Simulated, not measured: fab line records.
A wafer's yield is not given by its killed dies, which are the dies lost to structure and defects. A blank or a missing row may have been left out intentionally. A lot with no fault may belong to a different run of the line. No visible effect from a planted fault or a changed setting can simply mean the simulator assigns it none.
Which tool was responsible? ; flow sky130 ; 24 lots, 72 wafers sampled, at 5 steps of a route of 708

== WHAT THE GAUGES READ, wafer by wafer ==
SKY_POLY_GATE_CD_MEAS_13: target cd 150 nm.
lot;measured;on;cd-nm (nm)
L075;day 17 01:41;cd-sem-01;150.6 150.2 150.9
L074;day 17 01:59;cd-sem-02;149.6 148.7 149.2
L076;day 17 14:26;cd-sem-01;150.1 149.5 150.1
L077;day 17 16:01;cd-sem-01;150.2 148.9 148.9
L078;day 18 05:16;cd-sem-02;149.0 151.0 148.8
L079;day 18 08:08;cd-sem-02;153.0 152.7 152.5
L080;day 18 19:43;cd-sem-02;152.9 151.9 151.1
L081;day 19 00:20;cd-sem-01;147.9 146.3 148.2
L082;day 19 11:17;cd-sem-01;150.6 151.3 149.7
L083;day 19 19:59;cd-sem-02;152.0 150.9 151.6
L084;day 20 02:22;cd-sem-02;148.4 149.6 148.8
L085;day 20 12:31;cd-sem-01;148.5 150.7 150.0
L086;day 20 21:26;cd-sem-02;149.9 150.6 150.0
L087;day 21 03:13;cd-sem-02;150.2 151.0 149.8
L088;day 21 21:29;cd-sem-01;149.3 148.7 148.5
L089;day 22 01:08;cd-sem-02;147.7 149.2 150.0
L090;day 22 19:19;cd-sem-02;149.8 149.1 149.5
L091;day 22 21:34;cd-sem-02;152.5 152.8 153.9
L093;day 23 03:53;cd-sem-02;150.1 150.2 148.7
L092;day 23 06:07;cd-sem-01;148.2 148.6 148.9
L094;day 23 14:16;cd-sem-01;151.3 151.1 150.2
L095;day 24 08:10;cd-sem-01;149.0 151.2 149.8
L096;day 24 17:02;cd-sem-01;149.2 149.2 149.6
L097;day 25 04:31;cd-sem-02;147.9 149.4 148.5

SKY_LI_CONTACT_THK_MEAS_23: measures by xrf.
lot;measured;on;LI_CONTACT_W_THK (nm)
L075;day 29 21:58;film-metro-03;389 388 389
L074;day 30 00:08;film-metro-01;382 379 379
L076;day 30 10:20;film-metro-02;391 391 397
L077;day 30 13:56;film-metro-03;394 392 398
L078;day 30 23:56;film-metro-02;400 399 403
L079;day 31 03:47;film-metro-01;394 396 392
L080;day 31 13:29;film-metro-02;403 399 402
L081;day 31 16:49;film-metro-01;394 398 391
L082;day 32 01:31;film-metro-02;406 399 403
L083;day 32 09:14;film-metro-02;405 407 408
L084;day 32 13:08;film-metro-03;390 390 389
L085;day 33 00:57;film-metro-02;399 399 397
L086;day 33 07:47;film-metro-02;405 399 405
L087;day 33 14:04;film-metro-02;397 399 404
L088;day 34 03:53;film-metro-02;403 400 399
L089;day 34 05:41;film-metro-01;383 385 386
L090;day 34 22:26;film-metro-01;388 395 387
L091;day 35 03:47;film-metro-01;391 391 385
L093;day 35 04:56;film-metro-01;392 391 393
L092;day 35 08:38;film-metro-01;396 398 395
L094;day 35 15:02;film-metro-02;406 405 401
L095;day 36 06:57;film-metro-03;399 400 396
L096;day 36 14:30;film-metro-03;394 387 390
L097;day 37 01:31;film-metro-03;400 394 398

SKY_VIA2_CD_MEAS_12: target cd 200 nm.
lot;measured;on;cd-nm (nm)
L075;day 36 21:35;cd-sem-02;197.8 197.8 198.7
L074;day 37 02:05;cd-sem-01;201.6 200.2 201.8
L076;day 37 11:43;cd-sem-02;201.7 200.9 200.2
L077;day 37 16:13;cd-sem-02;199.1 198.8 199.3
L078;day 37 23:31;cd-sem-01;198.1 197.0 198.3
L079;day 38 01:26;cd-sem-01;199.6 199.7 200.5
L080;day 38 13:31;cd-sem-02;199.5 199.3 199.4
L081;day 38 15:47;cd-sem-02;199.3 200.6 199.8
L082;day 38 23:53;cd-sem-02;197.2 196.5 197.9
L083;day 39 05:11;cd-sem-01;199.1 198.4 199.1
L084;day 39 11:19;cd-sem-01;197.9 198.4 199.0
L085;day 39 21:43;cd-sem-02;200.7 199.8 199.3
L086;day 40 03:08;cd-sem-02;203.3 203.5 201.4
L087;day 40 09:46;cd-sem-02;200.6 199.4 199.1
L088;day 40 21:23;cd-sem-02;199.0 197.9 199.8
L089;day 41 00:53;cd-sem-02;202.9 200.2 201.5
L090;day 41 13:38;cd-sem-01;200.3 200.7 199.9
L091;day 41 17:44;cd-sem-02;200.8 202.5 200.3
L093;day 41 21:55;cd-sem-02;201.1 201.8 201.8
L092;day 42 00:14;cd-sem-02;202.3 201.5 202.5
L094;day 42 05:16;cd-sem-01;200.1 198.5 199.2
L095;day 42 19:50;cd-sem-02;198.7 198.8 199.8
L096;day 43 04:13;cd-sem-02;198.3 198.0 199.4
L097;day 43 13:31;cd-sem-02;202.2 200.7 201.4

== EACH LOT AND THE TOOL THAT RAN IT (in order: tool; ch and the chambers of the sampled wafers; start) ==
lot;SKY_VIA1_SPUTTER_20;SKY_METAL2_METAL_ETCH_19
L075;pvd-sputter-04, day 34 15:38;rie-metal-04 ch 0,1, day 35 19:12
L074;pvd-sputter-02, day 34 19:07;rie-metal-04 ch 0,1, day 35 22:46
L076;pvd-sputter-04, day 35 05:07;rie-metal-04 ch 0,1, day 36 08:46
L077;pvd-sputter-01, day 35 09:13;rie-metal-01 ch 0,1, day 36 12:58
L078;pvd-sputter-04, day 35 17:34;rie-metal-04 ch 0,1, day 36 20:31
L079;pvd-sputter-02, day 35 20:31;rie-metal-01 ch 0,1, day 36 22:52
L080;pvd-sputter-02, day 36 07:40;rie-metal-04 ch 0,1, day 37 10:55
L081;pvd-sputter-04, day 36 09:43;rie-metal-04 ch 0,1, day 37 12:42
L082;pvd-sputter-02, day 36 18:02;rie-metal-04 ch 0,1, day 37 20:51
L083;pvd-sputter-01, day 37 00:28;rie-metal-04 ch 0,1, day 38 03:19
L084;pvd-sputter-01, day 37 07:05;rie-metal-03 ch 0,1, day 38 09:18
L085;pvd-sputter-04, day 37 16:50;rie-metal-01 ch 0,1, day 38 19:40
L086;pvd-sputter-01, day 37 22:34;rie-metal-01 ch 0,1, day 39 00:25
L087;pvd-sputter-04, day 38 05:28;rie-metal-04 ch 0,1, day 39 08:00
L088;pvd-sputter-04, day 38 17:13;rie-metal-01 ch 0,1, day 39 19:01
L089;pvd-sputter-02, day 38 20:22;rie-metal-03 ch 1, day 39 22:52
L090;pvd-sputter-01, day 39 11:01;rie-metal-01 ch 0,1, day 40 12:13
L091;pvd-sputter-01, day 39 15:21;rie-metal-03 ch 0,1, day 40 16:43
L093;pvd-sputter-04, day 39 18:28;rie-metal-01 ch 1, day 40 20:22
L092;pvd-sputter-04, day 39 21:29;rie-metal-04 ch 0,1, day 40 22:49
L094;pvd-sputter-04, day 40 02:34;rie-metal-04 ch 0,1, day 41 04:13
L095;pvd-sputter-02, day 40 18:30;rie-metal-04 ch 0, day 41 19:31
L096;pvd-sputter-02, day 41 02:39;rie-metal-03 ch 0,1, day 42 03:46
L097;pvd-sputter-02, day 41 12:10;rie-metal-01 ch 0,1, day 42 13:06
- SKY_VIA1_SPUTTER_20: material TiN, target thk 20 nm, time 80 s.
- SKY_METAL2_METAL_ETCH_19: etches the open film in Cl2/BCl3, stops on SiO2, target depth 360 nm, time 78 s.

== WHAT THE TOOLS THEMSELVES READ (means of the sampled wafers that have a number; where no wafer has one, the mark that the record gives instead) ==
SKY_VIA1_SPUTTER_20.
lot;tool;throttle-valve-pct (%)
L075;pvd-sputter-04;30.3
L074;pvd-sputter-02;30.3
L076;pvd-sputter-04;31.1
L077;pvd-sputter-01;30.6
L078;pvd-sputter-04;30.5
L079;pvd-sputter-02;29.8
L080;pvd-sputter-02;29.4
L081;pvd-sputter-04;30.1
L082;pvd-sputter-02;29.8
L083;pvd-sputter-01;30.7
L084;pvd-sputter-01;30.2
L085;pvd-sputter-04;30.4
L086;pvd-sputter-01;30.1
L087;pvd-sputter-04;30.2
L088;pvd-sputter-04;30.6
L089;pvd-sputter-02;30.7
L090;pvd-sputter-01;30.3
L091;pvd-sputter-01;30.2
L093;pvd-sputter-04;30.4
L092;pvd-sputter-04;30.4
L094;pvd-sputter-04;30.5
L095;pvd-sputter-02;30.2
L096;pvd-sputter-02;30.2
L097;pvd-sputter-02;30.3

SKY_METAL2_METAL_ETCH_19.
lot;tool;drypump-motor-current-A (A);oes-product-au (a.u.);throttle-valve-pct (%)
L075;rie-metal-04;5.6;0.854;22.254
L074;rie-metal-04;5.6;0.846;22.270
L076;rie-metal-04;6.0;0.851;22.256
L077;rie-metal-01;5.5;0.859;22.259
L078;rie-metal-04;5.6;0.852;22.260
L079;rie-metal-01;5.5;0.844;22.269
L080;rie-metal-04;6.0;0.851;22.263
L081;rie-metal-04;6.0;0.857;22.259
L082;rie-metal-04;5.6;0.853;22.266
L083;rie-metal-04;6.0;0.856;22.263
L084;rie-metal-03;5.6;0.857;22.262
L085;rie-metal-01;5.4;0.859;22.254
L086;rie-metal-01;5.4;0.860;22.259
L087;rie-metal-04;5.6;0.852;22.274
L088;rie-metal-01;5.4;0.856;22.263
L089;rie-metal-03;5.7;0.855;22.266
L090;rie-metal-01;5.4;0.859;22.264
L091;rie-metal-03;5.6;0.854;22.270
L093;rie-metal-01;5.7;0.851;22.271
L092;rie-metal-04;6.0;0.854;22.264
L094;rie-metal-04;5.7;0.856;22.270
L095;rie-metal-04;6.4;0.853;22.261
L096;rie-metal-03;5.6;0.859;22.264
L097;rie-metal-01;5.5;0.850;22.264

== THE ANSWER, worked out from the rows above alone ==
Rule: what is usual is taken from the lots themselves. The widest of any qualifying gaps counts: lots, ordered by their means at a reading, are off when they make up no more than a third of the lots, leave a main group of 4 or more, and stand apart from it by 3 or more times the standard deviation of that group's means. A main group whose means are all the same, to the digits that the tables above print for the reading, isn't used. Also off: a lot with no number at a reading for which 4 or more lots have one. The other lots that the step has rows for count as sound. The gauges are gone through in route order, then the tools' own readings, and for those a lot's mean is taken as printed above. The first step at which some lot is off is used, and at that step the reading that is off furthest; a lot without a number counts as furthest.
Nothing can be told from this: no lot is off at any reading shown.

== WHAT THE SIMULATOR HAD PUT IN ==
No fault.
